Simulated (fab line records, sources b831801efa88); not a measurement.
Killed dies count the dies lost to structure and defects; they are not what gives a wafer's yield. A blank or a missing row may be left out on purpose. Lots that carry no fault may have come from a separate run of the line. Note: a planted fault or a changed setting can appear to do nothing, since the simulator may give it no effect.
One fault through the eyes of 2 desks / flow gf180mcu / each desk has only its own numbers; what lay behind them comes last

DESK OF THE TOOL OWNER: cvd w-01
The tool's own readings at GF_V4_CVD_23 (deposits W, target thk 350 nm, time 104.9 s): means of the sampled wafers that have a number, for each lot that ran on this tool. A lot is out of limits, marked OUT, if its mean lies more than 4 standard deviations from the usual mean; the brackets give that distance.
Columns: A = heater power w at GF_V4_CVD_23, usual 790 W
lot=L783; first seen here=day 24 04:58; A=872
lot=L796; first seen here=day 28 10:09; A=783
lot=L800; first seen here=day 30 01:12; A=891
This desk's verdict: no lot among the 3 shows anything out of limits.

FROM THE METROLOGY DESK
Means of the sampled wafers that have a number, per lot and without regard to the tool the lot ran on: this is what the gauges read. A lot is out of limits, marked OUT, if its mean lies more than 4 standard deviations from the usual mean; the brackets give that distance.
Columns: A = cd nm at GF_V4_CD_MEAS_14, usual 260.5 nm; B = V4_W_RS at GF_V4_RS_MEAS_24, usual 0.333 ohm/sq; C = V4_W_THK at GF_V4_THK_MEAS_25, usual 339 nm
lot=L783; first seen here=day 24 03:59; A=259.5; B=0.336; C=337
lot=L784; first seen here=day 24 16:44; A=261.4; B=0.332; C=338
lot=L786; first seen here=day 25 09:11; A=261.6; B=0.333; C=346
lot=L791; first seen here=day 27 00:29; A=258.0; B=0.334; C=337
lot=L794; first seen here=day 27 20:05; A=260.2; B=0.324; C=345
lot=L795; first seen here=day 27 21:56; A=257.4; B=0.327; C=342
lot=L796; first seen here=day 28 09:15; A=259.7; B=0.339; C=332
lot=L800; first seen here=day 30 00:11; A=262.5; B=0.300 (-6.9) OUT; C=388 (+9.9) OUT
lot=L801; first seen here=day 30 00:32; A=259.7; B=0.331; C=341
lot=L806; first seen here=day 31 08:58; A=259.2; B=0.329; C=344
lot=L805; first seen here=day 31 12:55; A=262.2; B=0.329; C=344
Per this desk, out of limits: L800; the first was L800, day 30 01:19 (V4_W_RS at GF_V4_RS_MEAS_24). Within limits: L783, L784, L786, L791, L794, L795, L796, L801, L806, L805.

BROUGHT TOGETHER
The metrology desk could have raised an alarm at day 30 01:19, on L800.
Nothing out of limits was seen by the tool owner's desk.
On record at the tool owner's desk: L800, within its limits.
The lots listed all ran GF_V4_CVD_23 on cvd w-01.

WHAT HAD BEEN PUT IN BY THE SIMULATOR
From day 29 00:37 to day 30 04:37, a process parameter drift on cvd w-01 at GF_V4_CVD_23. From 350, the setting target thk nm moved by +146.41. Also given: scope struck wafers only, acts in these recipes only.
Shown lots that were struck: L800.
Hours from the fault's start to each desk's first reading out of limits: the metrology desk, 25.
